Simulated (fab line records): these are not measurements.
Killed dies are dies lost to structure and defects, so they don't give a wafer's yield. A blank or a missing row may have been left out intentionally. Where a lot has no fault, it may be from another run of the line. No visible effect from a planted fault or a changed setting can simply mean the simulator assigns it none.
One fault through the eyes of 2 desks	flow gf180mcu	only its own numbers are on each desk; what lay behind them is given at the end

AT THE METROLOGY DESK
What the gauges read, lot by lot, whatever tool the lot ran on: means of the sampled wafers that have a number. Any lot whose mean is over 4 standard deviations away from the usual mean is out of limits and marked OUT; that distance is given in the brackets.
Columns: A = cd_nm at GF_HV_LDD_CD_MEAS_31, usual 399.8 nm; B = HV_LDD_CVD_56_THK at GF_HV_LDD_THK_MEAS_57, usual 89.8 nm; C = cd_nm at GF_NSD_CD_MEAS_07, usual 400.3 nm; D = SAB_OVL at GF_SAB_OVL_MEAS_10, usual -0.4 nm
lot	first seen here	A	B	C	D
L912	day 12 08:25	399.7	88.9	399.1	-0.1
L913	day 12 12:28	400.7	90.2	401.1	-0.1
L914	day 13 00:44	400.7	88.8	398.8	-0.1
L915	day 13 03:46	399.5	91.9	400.2	0.2
L917	day 13 15:37	397.0	89.3	402.0	-0.6
L918	day 14 02:25	397.7	90.8	399.8	-1.0
L922	day 15 11:14	401.0	90.1	408.0	-0.7
L923	day 15 21:20	400.5	88.8	398.0	-0.6
L925	day 16 10:59	397.1	90.2	410.8 (+4.6) OUT	0.3
L927	day 17 01:46	399.1	89.7	400.3	-1.2
L928	day 17 12:49	400.5	92.0	402.5	0.1
L929	day 17 17:17	403.8	89.0	401.4	-0.5
L932	day 18 14:11	400.2	89.1	401.9	-1.5
L933	day 19 02:28	398.8	91.8	398.3	0.1
This desk finds L925 out of limits, L925 being first, at day 18 13:44 (cd_nm at GF_NSD_CD_MEAS_07). Within limits: L912, L913, L914, L915, L917, L918, L922, L923, L927, L928, L929, L932, L933.

AT THE TOOL OWNER'S DESK: litho_track-03
The tool's own readings at GF_NSD_DEVELOP_06 (develop time 60 s): means of the sampled wafers that have a number, for each lot that ran on this tool. Any lot whose mean is over 4 standard deviations away from the usual mean is out of limits and marked OUT; that distance is given in the brackets.
Columns: A = exhaust_pa at GF_NSD_DEVELOP_06, usual 45.0 Pa
lot	first seen here	A
L917	day 15 14:48	45.5
L922	day 17 12:29	44.8
L925	day 18 13:35	44.7
This desk's finding: nothing out of limits on any of the 3 lots.

BROUGHT TOGETHER
An alarm was possible from the metrology desk at day 18 13:44, on L925.
The tool owner's desk saw nothing out of limits.
On record at the tool owner's desk: L925, within its limits.
Every lot named ran GF_NSD_DEVELOP_06 on litho_track-03.

WHAT THE SIMULATOR PUT IN
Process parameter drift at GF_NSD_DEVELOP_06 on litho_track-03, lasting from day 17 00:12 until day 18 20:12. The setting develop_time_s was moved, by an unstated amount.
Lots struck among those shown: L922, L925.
Delay in hours, fault start to first out-of-limits reading, per desk: metrology desk 38.
